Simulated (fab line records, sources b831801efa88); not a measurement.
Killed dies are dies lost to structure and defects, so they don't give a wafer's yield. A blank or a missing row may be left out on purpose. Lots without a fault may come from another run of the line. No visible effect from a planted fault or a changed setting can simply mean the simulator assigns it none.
Which of the tools did it? | flow gf180mcu | Sampling: 12 lots, 36 wafers, 2 of 602 route steps

WHAT THE GAUGES READ, wafer by wafer
GF_V1_CD_MEAS_14: the cd target is 260 nm.
lot  | measured     | on        | cd_nm (nm)
L075 | day 18 12:13 | cd_sem-02 | 260.5 259.6 259.9
L077 | day 19 07:25 | cd_sem-01 | 258.7 258.2 258.0
L079 | day 19 20:48 | cd_sem-02 | 258.6 259.8 259.2
L081 | day 20 21:01 | cd_sem-02 | 258.8 258.6 258.5
L083 | day 21 11:41 | cd_sem-02 | 260.4 259.4 260.7
L085 | day 22 11:49 | cd_sem-02 | 260.2 259.9 259.1
L087 | day 23 04:48 | cd_sem-02 | 259.8 259.7 260.6
L089 | day 24 00:08 | cd_sem-02 | 259.4 261.0 260.6
L091 | day 24 09:06 | cd_sem-02 | 258.5 260.0 260.2
L093 | day 24 22:15 | cd_sem-01 | 260.2 258.2 259.3
L095 | day 25 13:43 | cd_sem-02 | 260.2 260.1 260.2
L097 | day 26 05:30 | cd_sem-02 | 260.6 259.5 259.3

TOOL THAT RAN EACH LOT (tool first, then ch and the chambers of the sampled wafers, then the start)
lot  | GF_V1_CVD_02
L075 | pecvd-04 ch 0,1,2, day 17 12:00
L077 | pecvd-04 ch 0,2, day 18 07:13
L079 | pecvd-04 ch 0,1,2, day 18 19:59
L081 | pecvd-01 ch 1,2, day 19 19:50
L083 | pecvd-03 ch 0,1,2, day 20 11:30
L085 | pecvd-04 ch 0,1, day 21 12:20
L087 | pecvd-04 ch 0,1,2, day 22 04:43
L089 | pecvd-04 ch 0,1,2, day 23 01:53
L091 | pecvd-01 ch 0,1,2, day 23 10:16
L093 | pecvd-04 ch 0,2, day 23 23:35
L095 | pecvd-01 ch 0,1,2, day 24 16:09
L097 | pecvd-04 ch 0,1,2, day 25 08:04
- GF_V1_CVD_02: deposits SiO2 from TEOS, target thk 850 nm, time 94.851 s.

THE ANSWER, worked out from the rows above alone
Rule: usual is defined by the lots themselves. Put in order of their means at a reading, lots are off if they are a third of the lots or fewer, leave a main group of 4 or more, and stand apart from it by a gap of 3 or more times the standard deviation of the main group's means; of several such gaps the widest counts. A main group whose means are all the same, to the digits that the tables above print for the reading, isn't used. A lot without any number at a reading at which 4 lots or more have one is off too. All remaining lots with rows at the step are treated as sound.
No lot is off on any of the readings shown, so nothing can be concluded from this.

WHAT THE SIMULATOR PUT IN
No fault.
